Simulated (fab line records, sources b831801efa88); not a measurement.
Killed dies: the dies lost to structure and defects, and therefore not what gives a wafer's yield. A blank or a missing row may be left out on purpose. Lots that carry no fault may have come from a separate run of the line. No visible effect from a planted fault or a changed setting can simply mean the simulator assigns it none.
fab line records | flow sky130
record lots=5 wafers=15 last-day=50
route steps=708 shown VIA4@653 METAL5@661 PASSIVATION@681 PAD_OPEN@694
lots with no fault: from the same line, run without faults
start-h: hours from the record's opening day to when the first of the lot's shown wafers began | wait-h: hours from the lot's prior step to this one | " same as the row above | L1.1+2: a single row standing in for several wafers | - value missing, or start not given | * or withheld: withheld | < > ~ a bound
route shown NAME@n: NAME is a module with steps in the file, n the number in the route of the first one | usual: average and standard deviation across the fault-free wafers | same: alike in all rows | chamber/n: place in a boat | sites: the reading at each site | _std_site: the standard deviation of these | _edge_site: outer sites' mean less inner sites' | radius-mm: how far each site lies from the wafer's centre | mask NAME#n: copy n | behind: the tool/chamber that last shaped the wafer | hold: why the lot went on hold/how many hours it stayed there/how the hold came to an end | device: the transistor (n, p or np) that didn't switch | end of line: tests run on the same wafers once the route is complete | for a step that has no rows: nothing shown but its recipe | killed: count of dies lost to structure and defects at first sort (not the wafer's yield) | map: dies across one wafer; x = killed, . = not, _ = none there
set.NAME: the setting the step ran with; set.NAME@STEP: the setting that earlier step ran with | model.NAME: the simulator's own value behind a step, which no gauge read
lots at some steps of the route; a table a step, a row a wafer
services: the hour from which a tool's chamber was out of use, counted from the record's first day as start-h (under 0 if before that day), plus the number of hours and why
## steps
# step SKY_VIA4_STRIP_14
# recipe chemistry=post-etch-residue-remover time-s=1200 temp-c=72.5
# step SKY_VIA4_CLEAN_15
# recipe chemistry=IPA time-s=180 temp-c=25
# step SKY_VIA4_CLEAN_16
# recipe chemistry=O3/DIW dry=n2-spin
# step SKY_VIA4_SPUTTER_17
# recipe material=TiN target-thk-nm=20 chamber-pressure-pa=5 power-w=4000 time-s=80
# step SKY_VIA4_CVD_18
# recipe material=W target-thk-nm=505 time-s=152.14 temp-c=400 pressure-torr=40
# usual heater-power-w=822/83 susceptor-temp-C=400.02/0.24
# columns lot.wafer tool chamber start-h wait-h heater-power-w susceptor-temp-C
L428.1 cvd-w-01 1 1005.23 0.0 901 399.93
L428.3 " 0 " " 824 400.25
L428.6 " 0 " " 822 400.00
L434.2 cvd-w-01 1 1059.16 0.0 908 399.59
L434.3 " 0 " " 844 400.15
L434.4 " 1 " " 914 399.92
L446.4 cvd-w-01 0 1123.87 0.1 831 400.10
L446.5 " 0 " " 835 399.97
L446.6 " 1 " " 932 400.32
L448.2 cvd-w-02 1 1131.62 0.0 671 400.59
L448.3 " 1 " " 664 400.65
L448.5 " 0 " " 767 400.17
L449.1 cvd-w-01 1 1137.52 0.0 915 399.90
L449.4 " 0 " " 850 399.73
L449.5 " 0 " " 822 399.98
# step SKY_VIA4_RS_MEAS_19
# recipe thk-meas-gauge=four-point-probe reads=W_of_VIA4_CVD_18+TiN_of_VIA4_SPUTTER_17
# usual VIA4_W_RS=0.2254/0.0024
# columns lot.wafer tool chamber start-h wait-h VIA4_W_RS[ohm/sq]
L428.1 film-metro-01 - 1005.38 0.1 0.2278
L428.3 " - " " 0.2249
L428.6 " - " " 0.2242
L434.2 film-metro-01 - 1059.34 0.1 0.2229
L434.3 " - " " 0.2288
L434.4 " - " " 0.2264
L446.4 film-metro-02 - 1124.03 0.1 0.2280
L446.5 " - " " 0.2264
L446.6 " - " " 0.2281
L448.2 film-metro-04 - 1131.80 0.1 0.2261
L448.3 " - " " 0.2282
L448.5 " - " " 0.2257
L449.1 film-metro-02 - 1137.68 0.1 0.2223
L449.4 " - " " 0.2209
L449.5 " - " " 0.2218
# step SKY_VIA4_THK_MEAS_20
# recipe thk-meas-gauge=xrf reads=W_of_VIA4_CVD_18
# usual VIA4_W_THK=501/9.1
# columns lot.wafer tool chamber start-h wait-h VIA4_W_THK[nm]
L428.1 film-metro-01 - 1005.50 0.1 503
L428.3 " - " " 511
L428.6 " - " " 512
L434.2 film-metro-01 - 1059.45 0.1 510
L434.3 " - " " 497
L434.4 " - " " 504
L446.4 film-metro-02 - 1124.12 0.1 502
L446.5 " - " " 504
L446.6 " - " " 498
L448.2 film-metro-04 - 1131.91 0.1 489
L448.3 " - " " 487
L448.5 " - " " 491
L449.1 film-metro-02 - 1137.80 0.1 503
L449.4 " - " " 510
L449.5 " - " " 507
# step SKY_VIA4_CMP_21
# recipe stop-on=SiO2 t-overpolish-s=25 down-force-psi=3.5 platen-rpm=60 target-thk-nm=0 pad-velocity-m-s=0.94248
# usual motor-current-A=10.5/1 overpolish-run-s=25.000/0.0084 time-to-endpoint-s=124/5.3
# columns lot.wafer tool chamber start-h wait-h motor-current-A overpolish-run-s time-to-endpoint-s
L428.3 cmp-02 0 1005.81 0.3 11.5 24.996 133
L428.1 " 3 " " 9.1 25.001 140
L428.6 " 0 " " 12.6 25.002 130
L434.2 cmp-01 1 1059.62 0.2 10.3 24.999 126
L434.4 " 3 " " 10.2 24.994 117
L434.3 " 0 " " 10.4 25.014 119
L446.4 cmp-01 0 1124.30 0.2 10.0 25.009 121
L446.6 " 1 " " 9.9 24.992 125
L446.5 " 2 " " 9.6 25.008 128
L448.3 cmp-01 0 1131.96 0.0 10.0 25.004 125
L448.2 " 2 " " 9.4 25.003 132
L448.5 " 0 " " 9.9 24.993 128
L449.4 cmp-02 2 1137.86 0.0 10.0 24.991 130
L449.1 " 1 " " 12.5 25.004 131
L449.5 " 3 " " 8.8 25.003 136
# step SKY_METAL5_SPUTTER_00
# recipe material=Ti target-thk-nm=15 power-w=3000 time-s=10 chamber-pressure-pa=0.4
# step SKY_METAL5_SPUTTER_01
# recipe material=TiN target-thk-nm=20 power-w=6500 time-s=16.7 chamber-pressure-pa=0.4
# step SKY_METAL5_SPUTTER_02
# recipe material=AlCu target-thk-nm=1150 power-w=10600 time-s=61.2 chamber-pressure-pa=0.4
# step SKY_METAL5_SPUTTER_03
# recipe material=Ti target-thk-nm=5 power-w=3000 time-s=3.3 chamber-pressure-pa=0.4
# usual cathode-dc-power-W=3000.0/0.53 throttle-valve-pct=29.6/0.9
# columns lot.wafer tool chamber start-h wait-h cathode-dc-power-W throttle-valve-pct
L428.1 pvd-sputter-01 - 1006.21 0.0 3000.8 28.8
L428.3 " - " " 3000.8 30.3
L428.6 " - " " 2999.2 30.1
L434.2 pvd-sputter-02 - 1060.02 0.0 2999.4 29.7
L434.3 " - " " 3000.4 30.1
L434.4 " - " " 2999.6 28.6
L446.4 pvd-sputter-02 - 1124.56 0.0 2999.9 28.8
L446.5 " - " " 2999.4 30.2
L446.6 " - " " 3000.4 28.8
L448.2 pvd-sputter-01 - 1132.35 0.0 2999.4 28.9
L448.3 " - " " 3000.1 28.1
L448.5 " - " " 3001.3 30.3
L449.1 pvd-sputter-04 - 1138.25 0.0 3000.7 29.5
L449.4 " - " " 3000.4 31.6
L449.5 " - " " 3000.6 29.6
# step SKY_METAL5_SPUTTER_04
# recipe material=TiN target-thk-nm=70 power-w=6500 time-s=58.3 chamber-pressure-pa=0.4
# usual cathode-dc-power-W=6500.0/1.2 throttle-valve-pct=29.6/0.92
# columns lot.wafer tool chamber start-h wait-h cathode-dc-power-W throttle-valve-pct model.TiN_of_METAL5_SPUTTER_04.thk-nm
L428.1 pvd-sputter-01 - 1006.23 0.0 6500.6 28.6 71.79
L428.3 " - " " 6501.7 30.3 71.13
L428.6 " - " " 6499.8 30.1 71.36
L434.2 pvd-sputter-02 - 1060.03 0.0 6502.5 29.7 70.36
L434.3 " - " " 6499.9 30.4 71.18
L434.4 " - " " 6501.3 28.5 70.94
L446.4 pvd-sputter-02 - 1124.59 0.0 6500.0 28.8 70.37
L446.5 " - " " 7867.1 30.3 85.39
L446.6 " - " " 6497.1 28.9 71.03
L448.2 pvd-sputter-01 - 1132.37 0.0 6501.0 29.0 71.11
L448.3 " - " " 6499.6 28.1 70.44
L448.5 " - " " 6499.9 30.2 70.89
L449.1 pvd-sputter-04 - 1138.27 0.0 6498.8 29.4 69.85
L449.4 " - " " 6499.2 31.7 69.83
L449.5 " - " " 6499.7 29.6 69.41
# step SKY_METAL5_RS_MEAS_05
# recipe thk-meas-gauge=four-point-probe reads=TiN_of_METAL5_SPUTTER_04+Ti_of_METAL5_SPUTTER_03+AlCu_of_METAL5_SPUTTER_02+TiN_of_METAL5_SPUTTER_01+Ti_of_METAL5_SPUTTER_00
# usual METAL5_ALCU_RS=0.02713/0.0003
# columns lot.wafer tool chamber start-h wait-h METAL5_ALCU_RS[ohm/sq]
L428.1 film-metro-02 - 1006.28 0.0 0.02765
L428.3 " - " " 0.02747
L428.6 " - " " 0.02748
L434.2 film-metro-02 - 1060.10 0.0 0.0269
L434.3 " - " " 0.02694
L434.4 " - " " 0.02702
L446.4 film-metro-02 - 1124.68 0.1 0.02656
L446.5 " - " " 0.02706
L446.6 " - " " 0.02721
L448.2 film-metro-01 - 1132.44 0.0 0.0269
L448.3 " - " " 0.027
L448.5 " - " " 0.02672
L449.1 film-metro-02 - 1138.32 0.0 0.02709
L449.4 " - " " 0.02723
L449.5 " - " " 0.02751
# step SKY_METAL5_THK_MEAS_06
# recipe thk-meas-gauge=xrf reads=AlCu_of_METAL5_SPUTTER_02
# usual METAL5_ALCU_THK=1126/13
# columns lot.wafer tool chamber start-h wait-h METAL5_ALCU_THK[nm]
L428.1 film-metro-02 - 1006.40 0.1 1097
L428.3 " - " " 1116
L428.6 " - " " 1108
L434.2 film-metro-02 - 1060.21 0.1 1139
L434.3 " - " " 1137
L434.4 " - " " 1135
L446.4 film-metro-02 - 1124.77 0.1 1149
L446.5 " - " " 1089
L446.6 " - " " 1112
L448.2 film-metro-01 - 1132.55 0.1 1129
L448.3 " - " " 1130
L448.5 " - " " 1134
L449.1 film-metro-02 - 1138.44 0.1 1130
L449.4 " - " " 1124
L449.5 " - " " 1115
# step SKY_METAL5_DEHYDRATE_07
# recipe temp-c=200 time-s=60
# step SKY_METAL5_HMDS_08
# recipe prime-time-s=60 prime-temp-c=120
# step SKY_METAL5_COAT_09
# recipe resist=NOVOLAK spin-rpm=3000 resist-thk-nm=1800
# step SKY_METAL5_SOFTBAKE_10
# recipe temp-c=90 time-s=60 resist=NOVOLAK
# step SKY_METAL5_EXPOSE_11
# recipe mask-id=MM5 na=0.6 source-shape=conventional sigma-outer=0.6 polarization=unpolarized target-cd-nm=1600 dose-mj=190
# step SKY_METAL5_PEB_12
# recipe temp-c=withheld time-s=* resist=NOVOLAK
# step SKY_METAL5_DEVELOP_13
# recipe resist=NOVOLAK developer=TMAH develop-time-s=60 dev-temp-c=23
# step SKY_METAL5_DESCUM_14
# recipe chemistry=O2 source-power-w=150 bias-power-w=0 pressure-mtorr=10 temp-c=40 time-s=11
# usual drypump-motor-current-A=6.0/0.56 oes-product-au=1.003/0.0097 temp-c=40.00/0.11
# columns lot.wafer tool chamber start-h wait-h drypump-motor-current-A oes-product-au rf-hours-counter-h temp-c
L428.1 rie-metal-04 0 1030.18 0.1 5.5 1.006 20 39.98
L428.3 " 0 " " 5.5 1.000 - 40.13
L428.6 " 0 " " 5.5 1.004 - 40.00
L434.2 rie-metal-02 0 1081.71 0.1 6.0 0.998 21 40.04
L434.3 " 1 " " 6.4 0.980 - 40.20
L434.4 " 0 " " 5.9 1.010 - 40.10
L446.4 rie-metal-03 0 1143.72 0.1 5.0 1.007 - 40.11
L446.5 " 0 " " 5.0 0.999 - 40.06
L446.6 " 1 " " 5.8 1.005 - 39.81
L448.2 rie-metal-04 1 1150.57 0.1 6.8 1.011 - 40.07
L448.3 " 1 " " 6.8 1.005 - 40.06
L448.5 " 1 " " 6.8 1.009 - 40.13
L449.1 rie-metal-02 1 1157.60 0.1 6.3 0.997 24 40.05
L449.4 " 1 " " 6.3 0.995 - 40.02
L449.5 " 0 " " 6.0 1.010 - 40.05
# step SKY_METAL5_METAL_ETCH_15
# recipe target-depth-a=12600 stop-on=SiO2 over-etch-frac=0.2 time-s=252 chemistry=Cl2/BCl3 resist-sidewall-deg=86 pressure-mtorr=10 icp-w=900 bias-w=48.5 Cl2_flow_sccm=60 bcl3-flow-sccm=30
# step SKY_METAL5_STRIP_16
# recipe chemistry=O2/N2 power-w=1400 pressure-mtorr=1500 platen-temp-c=withheld o2-flow-sccm=3000 n2-flow-sccm=300 overash-fraction=0.5
# step SKY_METAL5_STRIP_17
# recipe chemistry=post-etch-residue-remover time-s=1200 temp-c=72.5
# usual temp-c=72.51/0.13
# columns lot.wafer tool chamber start-h wait-h temp-c model.TiN_of_METAL5_SPUTTER_04.thk-nm
L428.1 wet-bench-02 0 1030.82 0.1 72.43 71.37
L428.3 " 0 " " 72.36 70.71
L428.6 " 0 " " 72.39 70.94
L434.2 wet-bench-03 0 1082.08 0.1 72.36 69.94
L434.3 " 0 " " 72.51 70.76
L434.4 " 0 " " 72.53 70.51
L446.4 wet-bench-04 1 1144.07 0.0 72.46 69.95
L446.5 " 1 " " 72.50 84.97
L446.6 " 1 " " 72.56 70.61
L448.2 wet-bench-03 3 1151.20 0.1 72.78 70.7
L448.3 " 3 " " 72.63 70.04
L448.5 " 3 " " 72.66 70.48
L449.1 wet-bench-03 1 1157.97 0.1 72.65 69.43
L449.4 " 1 " " 72.67 69.41
L449.5 " 1 " " 72.55 68.98
# step SKY_METAL5_CLEAN_18
# recipe chemistry=IPA time-s=180 temp-c=25
# step SKY_METAL5_CLEAN_19
# recipe chemistry=O3/DIW dry=n2-spin
# step SKY_PASSIVATION_CVD_00
# recipe material=SiO2 target-thk-nm=90 temp-c=400 time-s=withheld rf-w=600
# step SKY_PASSIVATION_THK_MEAS_01
# recipe reads=SiO2_of_PASSIVATION_CVD_00
# usual PASSIVATION_CVD_00_THK=89.7/1.1
# columns lot.wafer tool chamber start-h wait-h PASSIVATION_CVD_00_THK[nm]
L428.1 film-metro-04 - 1031.36 - 88.0
L428.3 " - " " 89.4
L428.6 " - " " 90.9
L434.2 film-metro-03 - 1082.65 - 90.0
L434.3 " - " " 90.7
L434.4 " - " " 89.7
L446.4 film-metro-04 - 1144.65 - 89.5
L446.5 " - " " 90.6
L446.6 " - " " 90.3
L448.2 film-metro-01 - 1151.72 - 89.2
L448.3 " - " " 87.9
L448.5 " - " " 91.6
L449.1 film-metro-04 - 1158.49 - 90.1
L449.4 " - " " 91.3
L449.5 " - " " 90.8
# step SKY_PASSIVATION_CVD_02
# recipe material=Si3N4 target-thk-nm=540 temp-c=400 time-s=withheld rf-w=450
# step SKY_PASSIVATION_THK_MEAS_03
# recipe reads=Si3N4_of_PASSIVATION_CVD_02
# usual PASSIVATION_CVD_02_THK=539/8.2
# columns lot.wafer tool chamber start-h wait-h PASSIVATION_CVD_02_THK[nm]
L428.1 film-metro-01 - 1031.66 - 540
L428.3 " - " " 531
L428.6 " - " " 551
L434.2 film-metro-04 - 1082.93 - 530
L434.3 " - " " 532
L434.4 " - " " 538
L446.4 film-metro-03 - 1144.93 - 540
L446.5 " - " " 546
L446.6 " - " " 541
L448.2 film-metro-04 - 1152.12 - 530
L448.3 " - " " 534
L448.5 " - " " 537
L449.1 film-metro-03 - 1158.78 - 525
L449.4 " - " " 541
L449.5 " - " " 539
# step SKY_PASSIVATION_DEHYDRATE_04
# recipe temp-c=200 time-s=60
# step SKY_PASSIVATION_HMDS_05
# recipe prime-time-s=60 prime-temp-c=120
# step SKY_PASSIVATION_COAT_06
# recipe spin-rpm=2000 resist-thk-nm=3000
# step SKY_PASSIVATION_SOFTBAKE_07
# recipe temp-c=110 time-s=withheld
# step SKY_PASSIVATION_EXPOSE_08
# recipe mask-id=NSM target-cd-nm=3000 na=0.57 dose-mj=260
# step SKY_PASSIVATION_PEB_09
# recipe temp-c=115 time-s=withheld
# step SKY_PASSIVATION_DEVELOP_10
# recipe develop-time-s=60 dev-temp-c=23
# step SKY_PASSIVATION_ETCH_11
# recipe chemistry=CF4/O2 target-depth-nm=725 stop-on=AlCu source-w=800 bias-w=150 pressure-mtorr=150 cf4-flow-sccm=80 O2_flow_sccm=10 time-s=161.1
# usual drypump-motor-current-A=5.9/0.36 oes-product-au=0.977/0.0074 throttle-valve-pct=5.965/0.01
# columns lot.wafer tool chamber start-h wait-h drypump-motor-current-A oes-product-au rf-hours-counter-h throttle-valve-pct
L428.1 rie-diel-02 2 1054.16 - 5.5 0.980 26 5.986
L428.3 " 1 " " 5.6 0.968 15 5.972
L428.6 " 0 " " 5.9 0.985 - 5.966
L434.2 rie-diel-01 1 1101.56 - 5.5 0.969 8 5.951
L434.3 " 0 " " 5.7 0.976 19 5.969
L434.4 " 0 " " 5.7 0.981 - 5.944
L446.4 rie-diel-02 3 1163.37 - 6.0 0.973 - 5.981
L446.5 " 1 " " 5.6 0.986 - 5.951
L446.6 " 0 " " 5.9 0.977 - 5.966
L448.2 rie-diel-02 2 1169.65 - 5.5 0.979 0 5.961
L448.3 " 0 " " 5.9 0.969 19 5.964
L448.5 " 0 " " 5.9 0.975 - 5.952
L449.1 rie-diel-02 2 1176.66 - 5.5 0.965 0 5.971
L449.4 " 3 " " 6.0 0.977 21 5.968
L449.5 " 0 " " 5.9 0.984 - 5.964
# step SKY_PASSIVATION_STRIP_12
# recipe chemistry=O2/N2 power-w=1400 pressure-mtorr=1500 platen-temp-c=withheld overash-fraction=0.7 o2-flow-sccm=3000 n2-flow-sccm=300
# step SKY_PAD_OPEN_DEHYDRATE_00
# recipe temp-c=200 time-s=60
# step SKY_PAD_OPEN_ETCH_07
# recipe chemistry=CF4/O2 target-depth-nm=725 stop-on=AlCu source-w=800 bias-w=150 pressure-mtorr=150 cf4-flow-sccm=80 O2_flow_sccm=10 time-s=161.1
# usual drypump-motor-current-A=5.9/0.53 oes-product-au=0.976/0.0068 throttle-valve-pct=5.965/0.011
# columns lot.wafer tool chamber start-h wait-h drypump-motor-current-A oes-product-au rf-hours-counter-h throttle-valve-pct model.PAD_OPEN.feature-depth-nm
L428.1 rie-diel-04 0 1075.68 - 6.4 0.967 7 5.953 703.7
L428.3 " 1 " " 6.6 0.974 15 5.975 695.9
L428.6 " 1 " " 6.6 0.988 - 5.960 717
L434.2 rie-diel-04 2 1121.33 - 5.8 0.975 14 5.966 695.8
L434.3 " 1 " " 6.6 0.972 16 5.968 698.1
L434.4 " 0 " " 6.4 0.971 9 5.949 699.7
L446.4 rie-diel-04 1 1180.28 - 6.6 0.974 18 5.953 704.8
L446.5 " 3 " " 5.3 0.989 - 5.944 726.3
L446.6 " 0 " " 6.4 0.977 - 5.942 706.8
L448.2 rie-diel-04 0 1186.68 - 6.3 0.970 11 5.974 694.8
L448.3 " 3 " " 5.2 0.978 17 5.957 697
L448.5 " 2 " " 5.8 0.981 - 5.975 704
L449.1 rie-diel-03 2 1192.71 - 6.6 0.973 22 5.975 689.2
L449.4 " 0 " " 5.9 0.974 28 5.958 706.9
L449.5 " 0 " " 5.9 0.973 - 5.964 703.8
# step SKY_PAD_OPEN_PROBE_99
# usual defect-limited-yield=82.6/2.2 killed_at_M0_to_M3=43/7.9 killed_at_M4_up=2.9/1.8 killed-at-contacts=24/5.5 killed-at-front-end=15/4.2 killed-at-other=0.2/0.46 killed-dies=86/11 killed-open=47/8.1 killed-short=39/6.4 sort_bin_3_pad_short=0.9/0.44 sort_bin_5_function=10.3/1.4 sort_bin_6_memory=6.3/1.3 sort-n-pass=406/11 sort-yield-pct=82.6/2.2
# same gross-dies=492 killed-at-back-side=0 sort_bin_4_leakage[%]=0 sort_bin_8_speed[%]=0
# columns lot.wafer tool chamber start-h wait-h defect-limited-yield[%] killed_at_M0_to_M3 killed_at_M4_up killed-at-contacts killed-at-front-end killed-at-other killed-dies killed-open killed-short sort_bin_3_pad_short[%] sort_bin_5_function[%] sort_bin_6_memory[%] sort-n-pass sort-yield-pct[%]
L428.1 prober-01 - 1078.00 0.1 82.7 51 0 21 13 0 85 49 36 1.8 10.4 5.1 407 82.7
L428.3 prober-01 - 1078.10 0.2 85.2 32 2 21 18 0 73 37 36 0.8 10.2 3.9 419 85.2
L428.6 prober-01 - 1078.25 0.2 85.4 40 4 16 12 0 72 41 31 0.4 9.8 4.5 420 85.4
L434.2 prober-02 - 1123.70 0.1 82.3 53 4 15 15 0 87 51 36 1.0 10.2 6.5 405 82.3
L434.3 prober-02 - 1123.75 0.2 83.7 37 4 25 14 0 80 43 37 0.6 8.3 7.3 412 83.7
L434.4 prober-02 - 1123.80 0.2 82.1 44 1 26 17 0 88 52 36 0.4 12.2 5.3 404 82.1
L446.4 prober-01 - 1182.76 0.2 80.5 48 5 29 14 0 96 53 43 1.0 10.0 8.5 396 80.5
L446.5 prober-01 - 1182.81 0.2 81.1 55 4 18 14 2 93 51 42 0.8 11.0 7.1 399 81.1
L446.6 prober-01 - 1182.86 0.2 81.3 55 1 30 6 0 92 52 40 0.4 11.6 6.7 400 81.3
L448.2 prober-01 - 1189.06 0.1 81.9 46 1 23 18 1 89 48 41 0.6 10.6 6.9 403 81.9
L448.3 prober-01 - 1189.11 0.2 79.9 49 7 26 16 1 99 55 44 1.0 12.4 6.7 393 79.9
L448.5 prober-01 - 1189.21 0.2 80.5 56 1 21 18 0 96 51 45 0.4 11.0 8.1 396 80.5
L449.1 prober-02 - 1195.03 0.1 84.6 32 6 24 14 0 76 43 33 1.2 8.9 5.3 416 84.6
L449.4 prober-02 - 1195.18 0.2 82.5 36 6 26 18 0 86 60 26 0.8 10.0 6.7 406 82.5
L449.5 prober-02 - 1195.23 0.2 81.7 33 3 25 29 0 90 57 33 0.6 11.0 6.7 402 81.7
# killed by level:class
L428.1 VIA1:geometric-particle:open=17 LI_CONTACT:geometric-particle:open=8 METAL2:geometric-particle:short=8 CONTACT:geometric-particle:open=7 VIA2:geometric-particle:open=6 FIELD_ISO:geometric-particle:short=5 VIA3:geometric-particle:open=4 VIA3:geometric-particle:short=4
L428.3 VIA1:geometric-particle:open=9 CONTACT:geometric-particle:short=6 POLY_GATE:geometric-particle:open=5 LI_CONTACT:geometric-particle:open=5 LOCAL_INTERCONNECT:geometric-particle:short=5 METAL1:geometric-particle:short=4 CONTACT:geometric-particle:open=4 METAL2:geometric-particle:short=4
L428.6 VIA1:geometric-particle:open=9 VIA3:geometric-particle:open=8 CONTACT:geometric-particle:open=7 VIA2:geometric-particle:open=6 POLY_GATE:geometric-particle:short=5 METAL2:geometric-particle:short=4 METAL4:geometric-particle:short=4 POLY_GATE:geometric-particle:open=3
L434.2 VIA1:geometric-particle:open=9 VIA2:geometric-particle:open=9 VIA3:geometric-particle:open=9 CONTACT:geometric-particle:open=7 FIELD_ISO:geometric-particle:open=6 VIA1:geometric-particle:short=5 METAL1:geometric-particle:short=5 LI_CONTACT:geometric-particle:open=4
L434.3 CONTACT:geometric-particle:open=9 VIA1:geometric-particle:short=7 VIA3:geometric-particle:open=7 FIELD_ISO:geometric-particle:open=5 VIA1:geometric-particle:open=5 CONTACT:geometric-particle:short=5 LOCAL_INTERCONNECT:geometric-particle:short=5 VIA3:geometric-particle:short=5
L434.4 VIA1:geometric-particle:open=13 CONTACT:geometric-particle:open=8 CONTACT:geometric-particle:short=7 LI_CONTACT:geometric-particle:open=6 VIA2:geometric-particle:open=6 VIA3:geometric-particle:open=6 FIELD_ISO:geometric-particle:short=5 LOCAL_INTERCONNECT:geometric-particle:short=4
L446.4 LI_CONTACT:geometric-particle:open=13 VIA1:geometric-particle:open=10 VIA3:geometric-particle:open=6 CONTACT:geometric-particle:short=6 VIA2:geometric-particle:open=6 FIELD_ISO:geometric-particle:open=5 METAL2:geometric-particle:short=5 CONTACT:geometric-particle:open=5
L446.5 VIA1:geometric-particle:open=12 LI_CONTACT:geometric-particle:open=9 VIA3:geometric-particle:open=7 VIA2:geometric-particle:short=6 METAL2:geometric-particle:short=6 VIA2:geometric-particle:open=6 FIELD_ISO:geometric-particle:open=5 VIA1:geometric-particle:short=5
L446.6 VIA2:geometric-particle:open=13 VIA1:geometric-particle:open=12 LI_CONTACT:geometric-particle:open=11 CONTACT:geometric-particle:open=7 METAL2:geometric-particle:short=6 CONTACT:geometric-particle:short=5 VIA1:geometric-particle:short=5 LOCAL_INTERCONNECT:geometric-particle:short=4
L448.2 VIA1:geometric-particle:open=10 VIA3:geometric-particle:open=9 LI_CONTACT:geometric-particle:open=8 CONTACT:geometric-particle:open=8 POLY_GATE:geometric-particle:short=6 METAL1:geometric-particle:short=6 METAL2:geometric-particle:short=6 POLY_GATE:geometric-particle:open=5
L448.3 CONTACT:geometric-particle:open=13 VIA2:geometric-particle:open=8 POLY_GATE:geometric-particle:short=6 VIA1:geometric-particle:open=6 METAL3:geometric-particle:short=6 LI_CONTACT:geometric-particle:open=5 CONTACT:geometric-particle:short=5 VIA3:geometric-particle:short=5
L448.5 VIA2:geometric-particle:open=12 VIA1:geometric-particle:open=10 VIA3:geometric-particle:open=9 CONTACT:geometric-particle:open=7 POLY_GATE:geometric-particle:short=6 CONTACT:geometric-particle:short=6 METAL1:geometric-particle:short=6 METAL2:geometric-particle:short=6
L449.1 VIA1:geometric-particle:open=11 LI_CONTACT:geometric-particle:open=9 METAL1:geometric-particle:short=7 CONTACT:geometric-particle:open=5 LI_CONTACT:geometric-particle:short=5 METAL4:geometric-particle:short=4 FIELD_ISO:geometric-particle:short=3 POLY_GATE:geometric-particle:open=3
L449.4 CONTACT:geometric-particle:open=11 VIA1:geometric-particle:open=11 LI_CONTACT:geometric-particle:open=7 VIA2:geometric-particle:open=6 VIA3:geometric-particle:open=6 FIELD_ISO:geometric-particle:open=4 SPACER:geometric-particle:open=4 LOCAL_INTERCONNECT:geometric-particle:short=4
L449.5 LI_CONTACT:geometric-particle:open=10 CONTACT:geometric-particle:open=9 POLY_GATE:geometric-particle:open=7 VIA2:geometric-particle:open=6 VIA3:geometric-particle:open=6 FIELD_ISO:geometric-particle:short=5 POLY_GATE:geometric-particle:short=5 VIA1:geometric-particle:open=5
## services
# columns tool chamber start-h hours kind
rie-diel-04 2 982.73 30.4 repair
cmp-01 - 1010.08 5.2 pm
cmp-02 - 1028.62 0.8 repair
rie-metal-02 - 1028.71 2.8 pm
pvd-sputter-04 - 1029.03 4.7 repair
rie-diel-02 2 1034.64 16.3 repair
pvd-sputter-01 - 1043.98 1.0 repair
cmp-02 - 1050.12 3.0 pm
cmp-02 - 1056.14 1.9 repair
cmp-02 - 1059.32 1.1 repair
cmp-01 - 1070.01 1.0 repair
cmp-02 - 1073.57 0.7 repair
cmp-02 - 1080.29 3.8 repair
rie-diel-04 - 1082.20 2.8 pm
cmp-02 - 1084.12 15.9 pm
cmp-01 - 1084.23 4.0 pm
rie-diel-04 1 1087.16 8.8 repair
rie-diel-02 2 1102.35 9.2 repair
rie-diel-04 0 1116.48 2.8 repair
cvd-w-01 - 1116.51 0.4 repair
cvd-w-01 - 1129.80 1.2 repair
rie-diel-02 - 1145.80 0.2 repair
cmp-01 - 1166.51 6.3 repair
rie-diel-02 3 1168.98 4.7 repair
## key
first-sign step=SKY_METAL5_SPUTTER_04 reading=cathode-dc-power-W direction=up sigmas=99+ usual=6500.0 struck=7867.1
effect none on later readings
model-effect step=SKY_METAL5_SPUTTER_04 value=TiN_of_METAL5_SPUTTER_04.thk-nm without=70.67 struck=85.39
model-effect step=SKY_METAL5_STRIP_17 value=TiN_of_METAL5_SPUTTER_04.thk-nm without=70.25 struck=84.97
model-effect step=SKY_PAD_OPEN_ETCH_07 value=PAD_OPEN.feature-depth-nm without=711.5 struck=726.3
met-at SKY_METAL5_SPUTTER_04
struck-wafers L446.5
onset-between 1060.03 1124.59
fault kind=process-parameter-drift tool=pvd-sputter-02 chamber=- onset-h=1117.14 steps=SKY_METAL5_SPUTTER_04 channel=power-w offset=* shape=step end-h=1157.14 acts-in=* stated=* scope=struck-wafers-only
